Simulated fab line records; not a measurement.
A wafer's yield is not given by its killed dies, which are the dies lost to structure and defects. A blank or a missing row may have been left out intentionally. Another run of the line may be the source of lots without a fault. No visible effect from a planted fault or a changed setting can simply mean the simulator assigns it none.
fab line records	flow sfqLine
[record] lots = 7	wafers = 21	lastDay = 90
route steps=325 shown M4@152 I4@163 JJ@178 M5@206
lots that met no fault: taken from a fault-free run of the same line
startH: hours from the record's first day to the start of the lot's first wafer shown	waitH: how many hours have passed since the lot's step before this one	" same as the row above	L1.1+2: one row covering several wafers at once	- either no value or no given start	* or withheld: withheld	< > ~ a bound
route shown NAME@n: NAME is a module with steps in the file, n the number in the route of the first one	usual: average and standard deviation across the fault-free wafers	same: alike in all rows	chamber/n: place in a boat	sites: readings site by site	_std_site: standard deviation of those values	_edge_site: mean of outer sites minus mean of inner sites	radiusMm: how far each site lies from the wafer's centre	mask NAME#n: copy n	behind: the tool/chamber that last shaped the wafer	hold: reason for holding the lot/hours on hold/outcome of the hold	device: which transistor (n, p or np) failed to switch	end of line: at the end of the route, the tests of the same wafers	for a step that has no rows: nothing shown but its recipe	killed: the dies lost at the first sort to structure and to defects; this is not the yield of the wafer	map: dies across one wafer; x = killed, . = not, _ = none there
set.NAME: the setting that was run; set.NAME@STEP: the one run at that earlier step	model.NAME: the simulator's own value behind a step, which no gauge read
lots seen at some steps along the route; tables by step, rows by wafer
services: a tool's chamber out of use, with start hour (startH, from the record's first day; less than 0 if before it), hours out, and reason
[[steps]]
[step SFQ_TRILAYER_M4_LITHO_COAT_098]
[recipe] resist = BARC	spinRpm = 3000	resistThkNm = 62
[step SFQ_TRILAYER_M4_LITHO_COAT_093]
[recipe] resist = KrF	spinRpm = 3000	resistThkNm = 600
[step SFQ_TRILAYER_M4_LITHO_SOFTBAKE_097]
[recipe] tempC = withheld	timeS = withheld	resist = KrF
[step SFQ_TRILAYER_M4_LITHO_EXPOSE_094]
[recipe] maskId = M4	na = 0.6	sourceShape = conventional	sigmaOuter = 0.65	targetCdNm = 500	doseMj = 14.4
[step SFQ_TRILAYER_M4_LITHO_PEB_096]
[recipe] pebTempC = 115	pebTimeS = 60	resist = KrF
[step SFQ_TRILAYER_M4_LITHO_DEVELOP_095]
[recipe] timeS = 60	resist = KrF
[step SFQ_M4_OVL_MEAS_926]
[usual] M4_OVL = 0/6.3
lot.wafer	tool	chamber	startH	waitH	M4_OVL[nm]
L111.2	overlay-02	-	1104.66	0.1	2
L111.3	"	-	"	"	-4
L111.6	"	-	"	"	1
L112.1	overlay-02	-	1105.86	0.1	-9
L112.2	"	-	"	"	5
L112.4	"	-	"	"	-2
L118.1	overlay-01	-	1388.85	0.1	-4
L118.3	"	-	"	"	-1
L118.5	"	-	"	"	0
L119.2	overlay-02	-	1391.26	0.1	-8
L119.3	"	-	"	"	-2
L119.5	"	-	"	"	-2
L121.2	overlay-02	-	1402.06	0.1	4
L121.3	"	-	"	"	3
L121.5	"	-	"	"	-5
L123.1	overlay-01	-	1409.25	0.1	4
L123.3	"	-	"	"	7
L123.6	"	-	"	"	11
L124.1	overlay-02	-	1411.65	0.1	6
L124.3	"	-	"	"	-6
L124.6	"	-	"	"	3
[step SFQ_TRILAYER_M4_BARC_OPEN_METAL_ETCH_123]
[recipe] maskMaterial = PR	chemistry = O2	targetDepthNm = 125	target = BARC	icpW = 600	biasW = 80	pressureMtorr = 10	timeS = 41.7
[usual] chamberPressureMTorr = 10.000/0.0085	drypumpMotorCurrentA = 5.4/0.31	oesProductAu = 0.684/0.0049
[same] timeS = 41.7
lot.wafer	tool	chamber	startH	waitH	chamberPressureMTorr	drypumpMotorCurrentA	oesProductAu	rfHoursCounterH
L111.2	rieMetal-03	0	1104.69	0.0	10.003	5.1	0.679	103
L111.3	"	1	"	"	10.010	5.2	0.685	-
L111.6	"	1	"	"	9.991	5.2	0.677	-
L112.1	rieMetal-02	0	1105.89	0.0	9.982	5.0	0.674	102
L112.2	"	1	"	"	9.997	5.7	0.686	77
L112.4	"	1	"	"	9.997	5.7	0.677	-
L118.1	rieMetal-03	1	1388.89	0.0	9.997	5.2	0.689	132
L118.3	"	1	"	"	9.995	5.2	0.692	-
L118.5	"	0	"	"	10.001	5.1	0.681	-
L119.2	rieMetal-02	0	1391.29	0.0	9.990	5.0	0.681	4
L119.3	"	0	"	"	9.990	5.0	0.683	-
L119.5	"	0	"	"	10.012	5.0	0.682	-
L121.2	rieMetal-02	0	1402.09	0.0	10.003	5.0	0.678	6
L121.3	"	1	"	"	10.001	5.7	0.684	-
L121.5	"	1	"	"	9.998	5.7	0.685	-
L123.1	rieMetal-04	0	1409.29	0.0	10.001	5.7	0.683	128
L123.3	"	1	"	"	10.004	5.9	0.691	-
L123.6	"	0	"	"	10.000	5.7	0.678	-
L124.1	rieMetal-03	1	1411.69	0.0	9.992	5.2	0.689	136
L124.3	"	1	"	"	9.991	5.2	0.687	-
L124.6	"	0	"	"	9.989	5.1	0.686	-
[step SFQ_TRILAYER_M4_ETCH_METAL_ETCH_096]
[recipe] target = Nb	stopOn = SiO2	maskMaterial = PR	chemistry = Cl2/Ar	targetDepthNm = 240	icpW = 600	biasW = 80	pressureMtorr = 10	timeS = 120
[step SFQ_TRILAYER_M4_STRIP_STRIP_097]
[recipe] gas = O2	powerW = 200	platenTempC = 40	overashFraction = 0.65	chemistry = O2	pressureMtorr = 50
[step SFQ_TRILAYER_M4_STRIP_SOLV_CLEAN_098]
[recipe] chemistry = NMP	tempC = 70	timeS = 600
[step SFQ_TRILAYER_I4_DEP_PECVD_099]
[recipe] material = SiO2	tempC = 150	timeS = 111.11	pressureTorr = 2.4	rfW = 183.3	precursor = SiH4/N2O	targetThkNm = 500
[usual] heaterPowerW = 88/13	throttleValvePct = 24.1/1.2
[same] timeS = 111.11
lot.wafer	tool	chamber	startH	waitH	heaterPowerW	throttleValvePct
L111.2	pecvd-01	1	1105.65	0.0	97	23.6
L111.3	"	2	"	"	109	22.7
L111.6	"	2	"	"	111	22.9
L112.1	pecvd-04	0	1106.85	0.0	80	26.2
L112.2	"	2	"	"	83	24.5
L112.4	"	1	"	"	89	25.5
L118.1	pecvd-04	0	1389.88	0.0	75	23.3
L118.3	"	1	"	"	89	22.2
L118.5	"	0	"	"	77	23.8
L119.2	pecvd-03	2	1392.25	0.0	73	24.2
L119.3	"	0	"	"	102	24.0
L119.5	"	2	"	"	75	23.6
L121.2	pecvd-04	0	1403.05	0.0	82	23.7
L121.3	"	1	"	"	83	22.0
L121.5	"	0	"	"	67	23.6
L123.1	pecvd-03	0	1410.25	0.0	114	24.2
L123.3	"	2	"	"	76	24.0
L123.6	"	1	"	"	103	26.0
L124.1	pecvd-01	0	1412.65	0.0	65	24.5
L124.3	"	2	"	"	104	23.6
L124.6	"	0	"	"	69	24.9
[step SFQ_TRILAYER_I4_CMP_CMP_100]
[recipe] material = SiO2	downForcePsi = 3	platenRpm = 60	padVelocityMS = 0.94248
[usual] motorCurrentA = 10.2/1.2	slurryFilterDpKPa = 13.50/0.14	timeToEndpointS = 215/8.1
lot.wafer	tool	chamber	startH	waitH	motorCurrentA	slurryFilterDpKPa	timeToEndpointS	model.SiO2_of_TRILAYER_I4_DEP_PECVD_099.thkNm
L111.2	cmp-02	0	1134.73	29.0	10.3	13.53	212	199.9
L111.3	"	2	1135.73	30.0	9.1	13.63	209	199.1
L111.6	"	0	1136.73	31.0	10.1	13.33	220	200.3
L112.1	cmp-02	2	1138.23	31.3	9.3	13.29	205	198.6
L112.4	"	3	"	"	12.2	13.49	209	199.2
L112.2	"	0	"	"	10.0	13.45	226	200.3
L118.1	cmp-02	3	1389.96	0.0	12.2	13.59	194	219.4
L118.3	"	0	"	"	9.8	13.61	216	201.5
L118.5	"	0	1392.46	2.5	9.9	13.29	220	200.7
L119.2	cmp-02	2	1393.46	1.2	9.1	13.57	194	218.8
L119.3	"	3	"	"	12.0	13.64	218	199.3
L119.5	"	2	1395.46	3.1	9.3	13.53	221	198.8
L121.2	cmp-02	3	1404.33	1.2	12.3	13.28	208	220.9
L121.3	"	0	"	"	10.3	13.63	231	202.2
L121.5	"	2	1405.83	2.7	9.5	13.43	230	200.7
L123.1	cmp-01	2	1411.77	1.5	9.7	13.69	207	199
L123.3	"	1	1413.27	3.0	9.9	13.54	218	199.4
L123.6	"	3	1414.27	3.9	10.9	13.34	223	199.9
L124.1	cmp-01	1	1415.27	2.6	9.7	13.58	205	199.8
L124.3	"	3	1416.27	3.6	10.1	13.38	215	202.6
L124.6	"	0	"	"	9.1	13.45	215	203.5
[step SFQ_I4_BOW_MEAS_927]
[recipe] mode = bow
[usual] I4_BOW = 2/8.8
lot.wafer	tool	chamber	startH	waitH	I4_BOW[um]
L111.2	filmMetro-01	-	1137.75	2.5	15
L111.3	"	-	"	"	8
L111.6	"	-	"	"	16
L112.1	filmMetro-01	-	1140.73	2.0	0
L112.2	"	-	"	"	-6
L112.4	"	-	"	"	11
L118.1	filmMetro-02	-	1392.96	2.5	-1
L118.3	"	-	"	"	-11
L118.5	"	-	"	"	0
L119.2	filmMetro-01	-	1395.98	2.0	16
L119.3	"	-	"	"	24
L119.5	"	-	"	"	5
L121.2	filmMetro-01	-	1406.35	1.5	15
L121.3	"	-	"	"	7
L121.5	"	-	"	"	1
L123.1	filmMetro-03	-	1414.77	2.5	-3
L123.3	"	-	"	"	0
L123.6	"	-	"	"	-6
L124.1	filmMetro-03	-	1417.77	2.0	10
L124.3	"	-	"	"	19
L124.6	"	-	"	"	-5
[step SFQ_TRILAYER_I4_METRO_MEASURE_101]
[usual] thkNm = 200.2/1.2
lot.wafer	tool	chamber	startH	waitH	thkNm
L111.2	filmMetro-01	-	1138.05	0.3	199.8
L111.3	"	-	"	"	199.2
L111.6	"	-	"	"	200.1
L112.1	filmMetro-01	-	1140.85	0.1	198.6
L112.2	"	-	"	"	200.4
L112.4	"	-	"	"	199.3
L118.1	filmMetro-02	-	1393.08	0.1	219.3
L118.3	"	-	"	"	201.5
L118.5	"	-	"	"	200.6
L119.2	filmMetro-01	-	1396.28	0.3	218.7
L119.3	"	-	"	"	199.2
L119.5	"	-	"	"	198.9
L121.2	filmMetro-01	-	1406.65	0.3	220.9
L121.3	"	-	"	"	202.2
L121.5	"	-	"	"	200.8
L123.1	filmMetro-03	-	1414.89	0.1	198.9
L123.3	"	-	"	"	199.4
L123.6	"	-	"	"	199.8
L124.1	filmMetro-03	-	1417.89	0.1	200.0
L124.3	"	-	"	"	202.8
L124.6	"	-	"	"	203.5
[step SFQ_TRILAYER_I4_VIA_LITHO_COAT_108]
[recipe] resist = BARC	spinRpm = 3000	resistThkNm = 62
[step SFQ_TRILAYER_I4_VIA_LITHO_COAT_103]
[recipe] resist = KrF	spinRpm = 3000	resistThkNm = 650
[step SFQ_TRILAYER_I4_VIA_LITHO_SOFTBAKE_107]
[recipe] tempC = withheld	timeS = withheld	resist = KrF
[step SFQ_TRILAYER_I4_VIA_LITHO_EXPOSE_104]
[recipe] maskId = I4	na = 0.6	sourceShape = conventional	sigmaOuter = 0.65	targetCdNm = 700	doseMj = 21.3
[step SFQ_TRILAYER_I4_VIA_LITHO_PEB_106]
[recipe] pebTempC = 115	pebTimeS = 60	resist = KrF
[step SFQ_TRILAYER_I4_VIA_LITHO_DEVELOP_105]
[recipe] timeS = 60	resist = KrF
[step SFQ_I4_OVL_MEAS_928]
[usual] I4_OVL = 1/5.9
lot.wafer	tool	chamber	startH	waitH	I4_OVL[nm]
L111.2	overlay-02	-	1221.21	0.1	7
L111.3	"	-	"	"	13
L111.6	"	-	"	"	7
L112.1	overlay-02	-	1222.41	0.1	3
L112.2	"	-	"	"	1
L112.4	"	-	"	"	-1
L118.1	overlay-02	-	1396.53	0.1	10
L118.3	"	-	"	"	9
L118.5	"	-	"	"	13
L119.2	overlay-02	-	1399.66	0.1	1
L119.3	"	-	"	"	3
L119.5	"	-	"	"	5
L121.2	overlay-01	-	1410.59	0.1	-8
L121.3	"	-	"	"	-2
L121.5	"	-	"	"	-5
L123.1	overlay-02	-	1418.78	0.1	-2
L123.3	"	-	"	"	0
L123.6	"	-	"	"	-5
L124.1	overlay-01	-	1422.54	0.1	6
L124.3	"	-	"	"	2
L124.6	"	-	"	"	3
[step SFQ_TRILAYER_I4_VIA_BARC_OPEN_VIA_ETCH_146]
[recipe] maskMaterial = PR	chemistry = O2	targetDepthNm = 125	target = BARC	sourceW = 500	biasW = 80	pressureMtorr = 30	timeS = 41.7
[step SFQ_TRILAYER_I4_VIA_ETCH_VIA_ETCH_106]
[recipe] target = SiO2	stopOn = Nb	maskMaterial = PR	taperDeg = 20	chemistry = CHF3	targetDepthNm = 260	sourceW = 500	biasW = 80	pressureMtorr = 30	timeS = withheld
[usual] chamberPressureMTorr = 30.003/0.027	drypumpMotorCurrentA = 5.7/0.38	oesProductAu = 0.855/0.0053
lot.wafer	tool	chamber	startH	waitH	chamberPressureMTorr	drypumpMotorCurrentA	oesProductAu	model.I4.featureDepthNm	model.etch.depthNm
L111.2	rieDiel-01	2	1221.28	0.0	30.008	6.0	0.855	199.9	199.9
L111.3	"	1	"	"	30.046	5.8	0.858	199.1	199.1
L111.6	"	2	"	"	29.975	6.0	0.858	200.3	200.3
L112.1	rieDiel-04	0	1222.48	0.0	29.979	6.2	0.854	198.6	198.6
L112.2	"	1	"	"	29.997	5.8	0.858	200.3	200.3
L112.4	"	3	"	"	29.974	6.2	0.843	199.2	199.2
L118.1	rieDiel-01	0	1396.60	0.0	30.000	5.4	0.905	219.4	219.4
L118.3	"	1	"	"	30.012	5.8	0.852	201.5	201.5
L118.5	"	2	"	"	29.970	6.0	0.869	200.7	200.7
L119.2	rieDiel-04	1	1399.73	0.0	30.020	5.7	0.895	218.8	218.8
L119.3	"	2	"	"	29.951	6.0	0.850	199.3	199.3
L119.5	"	3	"	"	30.010	6.2	0.851	198.8	198.8
L121.2	rieDiel-01	3	1410.66	0.0	30.026	5.2	0.909	220.9	220.9
L121.3	"	0	"	"	30.020	5.4	0.858	202.2	202.2
L121.5	"	1	"	"	30.005	5.8	0.852	200.7	200.7
L123.1	rieDiel-01	3	1418.85	0.0	30.026	5.1	0.851	199	199
L123.3	"	2	"	"	30.014	6.0	0.857	199.4	199.4
L123.6	"	2	"	"	30.034	6.0	0.859	199.9	199.9
L124.1	rieDiel-02	0	1422.61	0.0	29.996	5.6	0.852	199.8	199.8
L124.3	"	1	"	"	29.978	4.9	0.863	202.6	202.6
L124.6	"	1	"	"	30.020	4.9	0.865	203.5	203.5
[step SFQ_TRILAYER_I4_VIA_STRIP_STRIP_107]
[recipe] gas = O2	powerW = 200	platenTempC = 40	overashFraction = 0.65	chemistry = O2	pressureMtorr = 50
[usual] chamberPressureMTorr = 50.00/0.051	drypumpMotorCurrentA = 5.7/0.43	oesProductAu = 1.005/0.0091
lot.wafer	tool	chamber	startH	waitH	chamberPressureMTorr	drypumpMotorCurrentA	oesProductAu	rfHoursCounterH
L111.2	rieMetal-04	0	1221.59	-	50.00	5.7	1.013	-
L111.3	"	0	"	"	49.98	5.7	1.019	-
L111.6	"	0	"	"	50.10	5.7	1.022	-
L112.1	rieMetal-01	1	1222.59	-	50.09	6.6	0.998	98
L112.2	"	0	"	"	49.93	5.1	1.012	117
L112.4	"	0	"	"	50.02	5.1	1.006	-
L118.1	rieMetal-01	0	1396.72	-	50.03	5.1	1.004	1
L118.3	"	1	"	"	50.06	6.6	0.996	-
L118.5	"	1	"	"	50.08	6.6	1.004	-
L119.2	rieMetal-04	0	1399.84	-	49.95	5.7	1.006	127
L119.3	"	1	"	"	50.04	5.8	1.005	-
L119.5	"	0	"	"	50.13	5.7	1.011	-
L121.2	rieMetal-04	0	1410.77	-	50.01	5.7	1.008	129
L121.3	"	1	"	"	50.01	5.9	1.007	-
L121.5	"	1	"	"	50.08	5.9	1.001	-
L123.1	rieMetal-02	0	1418.97	-	49.96	5.0	0.987	9
L123.3	"	0	"	"	50.06	5.0	0.986	-
L123.6	"	1	"	"	49.96	5.7	0.990	-
L124.1	rieMetal-04	0	1422.73	-	49.97	5.7	1.010	131
L124.3	"	1	"	"	49.96	5.9	1.007	-
L124.6	"	0	"	"	50.00	5.7	1.019	-
[step SFQ_TRILAYER_I4_VIA_STRIP_SOLV_CLEAN_108]
[recipe] chemistry = NMP	tempC = 70	timeS = 600
[step SFQ_TRILAYER_JJ_TRILAYER_DEP_PRE_CLEAN_113]
[recipe] gas = Ar	timeS = 22.5	biasV = 250
[step SFQ_TRILAYER_JJ_TRILAYER_DEP_SPUTTER_109]
[recipe] material = Nb	basePressurePa = 1.33e-06	chamberPressurePa = 0.1333	substrateTempC = 20	targetThkNm = 150	powerW = 2000	timeS = 100
[usual] throttleValvePct = 30.2/1.3
[same] timeS = 100
lot.wafer	tool	chamber	startH	waitH	throttleValvePct
L111.2	pvdSputter-04	-	1222.80	0.0	31.3
L111.3	"	-	"	"	28.1
L111.6	"	-	"	"	31.3
L112.1	pvdSputter-03	-	1223.40	0.0	29.6
L112.2	"	-	"	"	28.5
L112.4	"	-	"	"	31.1
L118.1	pvdSputter-06	-	1397.52	0.0	30.3
L118.3	"	-	"	"	32.2
L118.5	"	-	"	"	31.4
L119.2	pvdSputter-04	-	1400.64	0.0	31.2
L119.3	"	-	"	"	30.9
L119.5	"	-	"	"	28.4
L121.2	pvdSputter-03	-	1411.57	0.0	31.0
L121.3	"	-	"	"	28.9
L121.5	"	-	"	"	28.8
L123.1	pvdSputter-03	-	1419.77	0.0	31.1
L123.3	"	-	"	"	28.7
L123.6	"	-	"	"	30.9
L124.1	pvdSputter-04	-	1423.53	0.0	28.1
L124.3	"	-	"	"	30.7
L124.6	"	-	"	"	28.1
[step SFQ_TRILAYER_JJ_TRILAYER_DEP_SPUTTER_110]
[recipe] material = Al	basePressurePa = 1.33e-06	targetThkNm = 8	powerW = 500	timeS = 10	chamberPressurePa = 0.4
[step SFQ_TRILAYER_JJ_TRILAYER_DEP_AL_OXIDATION_111]
[recipe] pressureMbar = 0.014667	oxidationTimeS = 600	temperatureK = 293
[step SFQ_TRILAYER_JJ_TRILAYER_DEP_SPUTTER_112]
[recipe] material = Nb	basePressurePa = 1.33e-06	chamberPressurePa = 0.1333	substrateTempC = 20	targetThkNm = 170	powerW = 2000	timeS = 113.3
[step SFQ_JJ_RS_MEAS_929]
[recipe] thkMeasGauge = four-point-probe	reads = Nb_of_TRILAYER_JJ_TRILAYER_DEP_SPUTTER_112
[usual] JJ_NB_RS = 1.057/0.017
lot.wafer	tool	chamber	startH	waitH	JJ_NB_RS[ohm/sq]
L111.2	filmMetro-02	-	1223.99	0.1	1.050
L111.3	"	-	"	"	1.038
L111.6	"	-	"	"	1.056
L112.1	filmMetro-04	-	1224.57	0.0	1.075
L112.2	"	-	"	"	1.092
L112.4	"	-	"	"	1.071
L118.1	filmMetro-02	-	1398.70	0.0	1.045
L118.3	"	-	"	"	1.038
L118.5	"	-	"	"	1.050
L119.2	filmMetro-04	-	1401.84	0.1	1.032
L119.3	"	-	"	"	1.056
L119.5	"	-	"	"	1.051
L121.2	filmMetro-01	-	1412.77	0.1	1.059
L121.3	"	-	"	"	1.062
L121.5	"	-	"	"	1.055
L123.1	filmMetro-02	-	1420.95	0.0	1.065
L123.3	"	-	"	"	1.067
L123.6	"	-	"	"	1.063
L124.1	filmMetro-01	-	1424.71	0.0	1.058
L124.3	"	-	"	"	1.060
L124.6	"	-	"	"	1.064
[step SFQ_TRILAYER_JJ_CE_LITHO_COAT_119]
[recipe] resist = BARC	spinRpm = 3000	resistThkNm = 62
[step SFQ_TRILAYER_JJ_CE_LITHO_COAT_114]
[recipe] resist = KrF	spinRpm = 3000	resistThkNm = 600
[step SFQ_TRILAYER_JJ_CE_LITHO_SOFTBAKE_118]
[recipe] tempC = withheld	timeS = withheld	resist = KrF
[step SFQ_TRILAYER_JJ_CE_LITHO_EXPOSE_115]
[recipe] maskId = J5	na = 0.6	sourceShape = conventional	sigmaOuter = 0.65	targetCdNm = 700	doseMj = 14.4
[step SFQ_TRILAYER_JJ_CE_LITHO_PEB_117]
[recipe] pebTempC = 115	pebTimeS = 60	resist = KrF
[step SFQ_TRILAYER_JJ_CE_LITHO_DEVELOP_116]
[recipe] timeS = 60	resist = KrF
[step SFQ_JJ_OVL_MEAS_931]
[usual] J5_OVL = -4/6.9
lot.wafer	tool	chamber	startH	waitH	J5_OVL[nm]
L111.2	overlay-01	-	1237.56	0.1	-9
L111.3	"	-	"	"	-8
L111.6	"	-	"	"	-13
L112.1	overlay-01	-	1239.96	0.1	9
L112.2	"	-	"	"	13
L112.4	"	-	"	"	8
L118.1	overlay-01	-	1401.13	0.1	-6
L118.3	"	-	"	"	0
L118.5	"	-	"	"	-5
L119.2	overlay-02	-	1404.25	0.1	-3
L119.3	"	-	"	"	0
L119.5	"	-	"	"	6
L121.2	overlay-02	-	1415.19	0.1	-8
L121.3	"	-	"	"	-6
L121.5	"	-	"	"	-4
L123.1	overlay-01	-	1424.94	0.1	4
L123.3	"	-	"	"	-1
L123.6	"	-	"	"	9
L124.1	overlay-01	-	1428.54	0.1	-2
L124.3	"	-	"	"	-2
L124.6	"	-	"	"	2
[step SFQ_TRILAYER_JJ_CE_METRO_MEASURE_117]
[step SFQ_TRILAYER_JJ_CE_BARC_OPEN_RIE_150]
[recipe] maskMaterial = PR	chemistry = O2	targetDepthNm = 240	target = BARC	icpW = 600	biasW = 80	pressureMtorr = 10	timeS = 80
[usual] chamberPressureMTorr = 10.000/0.0086	drypumpMotorCurrentA = 5.6/0.63	oesProductAu = 0.538/0.005
[same] timeS = 80
lot.wafer	tool	chamber	startH	waitH	chamberPressureMTorr	drypumpMotorCurrentA	oesProductAu	rfHoursCounterH
L111.2	rieMetal-02	0	1238.79	0.8	10.005	5.0	0.538	124
L111.3	"	1	"	"	10.006	5.7	0.537	-
L111.6	"	0	"	"	9.997	5.0	0.536	-
L112.1	rieMetal-03	1	1241.19	1.0	10.005	5.3	0.537	111
L112.2	"	0	"	"	10.013	5.1	0.540	121
L112.4	"	1	"	"	10.020	5.2	0.538	-
L118.1	rieMetal-01	1	1402.36	1.0	9.995	6.7	0.540	124
L118.3	"	0	"	"	10.004	5.1	0.538	-
L118.5	"	0	"	"	10.002	5.1	0.533	-
L119.2	rieMetal-02	0	1405.48	0.8	9.983	5.0	0.549	7
L119.3	"	1	"	"	9.994	5.7	0.541	-
L119.5	"	0	"	"	10.012	5.0	0.535	-
L121.2	rieMetal-01	0	1416.42	0.8	9.994	5.1	0.540	4
L121.3	"	0	"	"	10.007	5.1	0.547	-
L121.5	"	1	"	"	10.002	6.6	0.533	-
L123.1	rieMetal-02	0	1426.17	1.0	9.995	5.0	0.546	10
L123.3	"	1	"	"	10.011	5.7	0.541	-
L123.6	"	0	"	"	10.004	5.0	0.546	-
L124.1	rieMetal-02	0	1429.77	1.0	9.988	5.0	0.541	11
L124.3	"	1	"	"	9.999	5.7	0.528	-
L124.6	"	0	"	"	10.016	5.0	0.533	-
[step SFQ_TRILAYER_M5_ETCH_METAL_ETCH_126]
[recipe] target = Nb	stopOn = SiO2	maskMaterial = PR	overEtchFrac = 0.15	timeS = 203.2	chemistry = Cl2/BCl3	targetDepthNm = 265	icpW = 600	biasW = 80	pressureMtorr = 10
[usual] chamberPressureMTorr = 10.000/0.0091	drypumpMotorCurrentA = 5.6/0.62	oesProductAu = 0.726/0.006
[same] timeS = 203.2
lot.wafer	tool	chamber	startH	waitH	chamberPressureMTorr	drypumpMotorCurrentA	oesProductAu	rfHoursCounterH	model.SiO2_of_TRILAYER_I4_DEP_PECVD_099.thkNm
L111.2	rieMetal-01	1	1363.87	0.0	9.988	6.7	0.730	116	180.2
L111.3	"	0	"	"	10.009	5.1	0.728	-	179.4
L111.6	"	1	"	"	10.002	6.7	0.726	-	180.6
L112.1	rieMetal-03	1	1366.27	0.0	10.000	5.3	0.727	129	179
L112.2	"	0	"	"	10.004	5.1	0.726	138	180.7
L112.4	"	1	"	"	10.010	5.3	0.727	-	179.6
L118.1	rieMetal-04	1	1406.39	0.0	10.008	5.8	0.726	19	199.5
L118.3	"	0	"	"	9.992	5.7	0.723	-	181.4
L118.5	"	0	"	"	10.006	5.7	0.725	-	180.6
L119.2	rieMetal-01	0	1409.48	0.0	9.999	5.1	0.714	3	198.8
L119.3	"	1	"	"	9.991	6.7	0.715	-	179.4
L119.5	"	1	"	"	9.992	6.7	0.723	-	178.9
L121.2	rieMetal-01	1	1420.23	0.0	9.997	6.6	0.721	128	201.1
L121.3	"	1	"	"	10.023	6.6	0.725	-	182.5
L121.5	"	1	"	"	9.980	6.6	0.734	-	180.9
L123.1	rieMetal-01	0	1432.23	0.0	10.012	5.1	0.722	7	179.2
L123.3	"	1	"	"	9.998	6.7	0.715	-	179.6
L123.6	"	0	"	"	10.010	5.1	0.724	-	180
L124.1	rieMetal-03	1	1437.09	0.1	9.994	5.2	0.729	144	180.1
L124.3	"	1	"	"	9.996	5.2	0.721	-	182.8
L124.6	"	1	"	"	9.997	5.2	0.727	-	183.8
[[services]]
tool	chamber	startH	hours	kind
rieDiel-01	0	1091.06	1.9	repair
rieDiel-01	2	1144.47	1.5	repair
cmp-02	-	1171.57	0.5	repair
rieMetal-01	0	1194.14	14.9	repair
rieDiel-01	-	1194.85	4.3	pm
filmMetro-01	-	1196.25	2.1	pm
cmp-02	-	1196.31	2.8	repair
rieMetal-03	0	1207.70	26.1	repair
filmMetro-01	-	1215.59	0.7	pm
cmp-02	-	1223.97	5.5	pm
filmMetro-01	-	1238.44	1.1	pm
rieMetal-04	1	1247.15	10.7	repair
rieMetal-01	-	1251.34	14.6	pm
rieMetal-04	-	1253.74	14.6	pm
rieDiel-01	-	1259.67	2.8	pm
cmp-02	-	1263.22	4.0	pm
rieDiel-01	3	1265.47	2.3	repair
filmMetro-01	-	1283.14	0.8	pm
rieMetal-04	-	1294.26	2.8	pm
rieMetal-02	-	1311.20	3.3	repair
rieMetal-04	-	1379.08	0.6	repair
rieMetal-03	1	1384.04	4.1	repair
rieMetal-04	-	1392.37	6.5	repair
rieMetal-02	-	1403.08	1.4	pm
[[key]]
[firstSign] step = SFQ_TRILAYER_I4_CMP_CMP_100	reading = timeToEndpointS	direction = down	sigmas = 2	usual = *	struck = *
[effect] step = SFQ_TRILAYER_I4_METRO_MEASURE_101	reading = thkNm	direction = up	sigmas = 16	usual = 200.2	struck = 219.6
[effect] step = SFQ_TRILAYER_I4_VIA_ETCH_VIA_ETCH_106	reading = oesProductAu	direction = up	sigmas = 8.9	usual = 0.855	struck = 0.903
[modelEffect] step = SFQ_TRILAYER_I4_CMP_CMP_100	value = SiO2_of_TRILAYER_I4_DEP_PECVD_099.thkNm	without = 199.7	struck = 219.7
[modelEffect] step = SFQ_TRILAYER_I4_VIA_ETCH_VIA_ETCH_106	value = I4.featureDepthNm	without = 199.7	struck = 219.7
[modelEffect] step = SFQ_TRILAYER_M5_ETCH_METAL_ETCH_126	value = SiO2_of_TRILAYER_I4_DEP_PECVD_099.thkNm	without = 179.8	struck = 199.8
metAt SFQ_TRILAYER_I4_CMP_CMP_100
struckWafers L118.1,L119.2,L121.2
[fault] kind = processParameterDrift	tool = cmp-02	chamber = -	onsetH = 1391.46	steps = SFQ_TRILAYER_I4_CMP_CMP_100	channel = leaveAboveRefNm	offset = 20	shape = step	endH = 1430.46	scope = struckWafersOnly	actsIn = theseRecipesOnly	stated = 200
